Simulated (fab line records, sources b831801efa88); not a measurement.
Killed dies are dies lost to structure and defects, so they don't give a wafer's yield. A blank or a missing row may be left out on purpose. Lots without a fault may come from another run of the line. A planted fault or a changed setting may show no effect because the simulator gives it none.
Chamber matching | flow gf180mcu | GF_V3_CVD_02 on pecvd-02: 3 sister chambers
The step deposits SiO2 from TEOS, target thk 850 nm, time 94.851 s. 3 wafers are shown with their chamber, then 12 later ones without.

WAFERS WITH THEIR CHAMBER
wafer  | chamber | heater_power_w (W)
L083.1 | 1       | 657
L083.2 | 0       | 583
L083.3 | 2       | 558

WAFERS WITHOUT THEIR CHAMBER
wafer  | heater_power_w (W)
L083.4 | 705
L083.5 | 646
L083.6 | 587
L088.1 | 669
L088.2 | 731
L088.3 | 790
L088.4 | 535
L088.5 | 600
L088.6 | 596
L093.1 | 674
L093.5 | 722
L093.6 | 556

WHICH CHAMBER EACH WENT THROUGH
wafer  | from the rows above          | in truth
L083.4 | can't be placed: 1 or 0 or 2 | 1
L083.5 | can't be placed: 1 or 0 or 2 | 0
L083.6 | can't be placed: 0 or 2 or 1 | 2
L088.1 | can't be placed: 1 or 0 or 2 | 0
L088.2 | can't be placed: 1 or 0 or 2 | 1
L088.3 | can't be placed: 1 or 0 or 2 | 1
L088.4 | can't be placed: 2 or 0 or 1 | 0
L088.5 | can't be placed: 0 or 2 or 1 | 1
L088.6 | can't be placed: 0 or 2 or 1 | 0
L093.1 | can't be placed: 1 or 0 or 2 | 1
L093.5 | can't be placed: 1 or 0 or 2 | 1
L093.6 | can't be placed: 2 or 0 or 1 | 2
Placed correctly: 0 of 12. Can't be placed from these rows: 12 (the true chamber is among the candidates in 12). Placed wrongly: 0.
How it was worked out, from the rows above alone: a wafer's distance from a chamber is the root of the sum, over the readings, of the square of ((its reading less the chamber's mean) divided by the reading's scatter). The wafer belongs to the nearest chamber; if the next one is less than 2 further off, it can't be placed. A chamber's mean is the mean of its shown wafers. The scatter: with one shown wafer a chamber, the root of the mean of the squares of how far each hidden wafer lies from its nearest shown one.
